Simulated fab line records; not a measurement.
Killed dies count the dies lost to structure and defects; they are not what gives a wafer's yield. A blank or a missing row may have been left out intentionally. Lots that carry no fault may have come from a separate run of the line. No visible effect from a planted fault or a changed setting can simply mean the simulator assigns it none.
A lot that was struck, set against a sound lot -- flow sfq_line -- 14 out of 325 route steps
Sound: wafers L329.1, L329.3, L329.6. Wafers struck: L346.1, L346.3, L346.4. Last of all comes the cause.
Per side, at each step with rows, come the tool, then ch with its chambers, and then its first start. Under that, the readings that differ: sound wafers -- struck wafers -- difference of the means -- sigmas: that difference in standard deviations of wafers without a fault.
alike: words and numbers the same on both sides, and readings whose means are apart by under 2 such deviations; not compared: readings that were withheld, readings missing a value for some wafer, numbers with overlapping values and no deviation given by the record, and bounds like >300 which may hide the same value.
The two part at a step that has a row with sigmas, a row that says differs or no value, or rows on one side only. Numbers that have no deviation but don't overlap get no sigmas and don't part them. A reading missing from all wafers of one side parts the sides only when that side holds two or more wafers.

SFQ_TRILAYER_M4_ETCH_METAL_ETCH_096: etches Nb in Cl2/Ar, stops on SiO2, target depth 240 nm, time 120 s.
  sound on rie_metal-03 ch 0,1, day 46 00:42; struck on rie_metal-02 ch 0,1, day 57 12:23
  alike: drypump_motor_current_A, he_backside_leak_sccm, oes_product_au
  not compared: rf_hours_counter_h
SFQ_TRILAYER_M4_STRIP_STRIP_097: strips in O2.
  sound on rie_metal-03 ch 0,1, day 46 00:49; struck on rie_metal-02 ch 0,1, day 57 12:31
  alike: drypump_motor_current_A, he_backside_leak_sccm, oes_product_au
  not compared: rf_hours_counter_h
then, 1 step without rows for these wafers: SFQ_TRILAYER_M4_STRIP_SOLV_CLEAN_098 (cleans in NMP, time 600 s).
SFQ_TRILAYER_I4_DEP_PECVD_099: deposits SiO2 from SiH4/N2O, time 111.11 s, target thk 500 nm.
  sound on pecvd-02 ch 0,1, day 46 01:37; struck on pecvd-02 ch 0,2, day 57 13:17
  alike: heater_power_w, throttle_valve_pct
SFQ_TRILAYER_I4_CMP_CMP_100: polishes SiO2.
  sound on cmp-02 ch 0,2,3, day 46 02:11; struck on cmp-01 ch 1,2,3, day 57 20:18
  alike: motor_current_A, slurry_flow_ml_min, time_to_endpoint_s
SFQ_I4_BOW_MEAS_927:
  sound: film_metro-03 at day 46 04:41; struck: film_metro-03 at day 57 23:18
  alike: I4_BOW
SFQ_TRILAYER_I4_METRO_MEASURE_101:
  sound: film_metro-03 at day 46 04:49; struck: film_metro-03 at day 57 23:25
  alike: thk_nm
then, 5 steps without rows for these wafers: SFQ_TRILAYER_I4_VIA_LITHO_COAT_108 (resist thk 62 nm); SFQ_TRILAYER_I4_VIA_LITHO_COAT_103 (resist thk 650 nm); SFQ_TRILAYER_I4_VIA_LITHO_SOFTBAKE_107; SFQ_TRILAYER_I4_VIA_LITHO_EXPOSE_104 (exposes mask I4, target cd 700 nm); SFQ_TRILAYER_I4_VIA_LITHO_PEB_106 (peb time 60 s).
-- the record jumps here: 4 days lie between the struck wafers' starts before and after --
SFQ_TRILAYER_I4_VIA_LITHO_DEVELOP_105: time 60 s.
  sound on litho_track-03 ch 0, day 47 00:08; struck on litho_track-03, day 62 05:35
  no value came back on the struck wafers for chill_plate_temp_C (C), exhaust_pa (Pa), resist_line_temp_C (C); on the sound wafers chill_plate_temp_C (C) reads 22.77 23.12 22.90
reading,sound,struck,difference,sigmas
model.KrF_of_TRILAYER_I4_VIA_LITHO_COAT_103.thk_nm (nm),621.5 621.8 623.5,649.3 650.2 650.1,+27.6,
SFQ_I4_OVL_MEAS_928:
  sound: overlay-02 at day 47 00:17; struck: overlay-02 at day 62 05:44
reading,sound,struck,difference,sigmas
I4_OVL (nm),2 8 3,- - -,no value on the struck wafers,

== WHERE THEY PART ==
First at SFQ_TRILAYER_I4_VIA_LITHO_DEVELOP_105; last, within this record, at SFQ_I4_OVL_MEAS_928.

WHY: what the simulator had put in
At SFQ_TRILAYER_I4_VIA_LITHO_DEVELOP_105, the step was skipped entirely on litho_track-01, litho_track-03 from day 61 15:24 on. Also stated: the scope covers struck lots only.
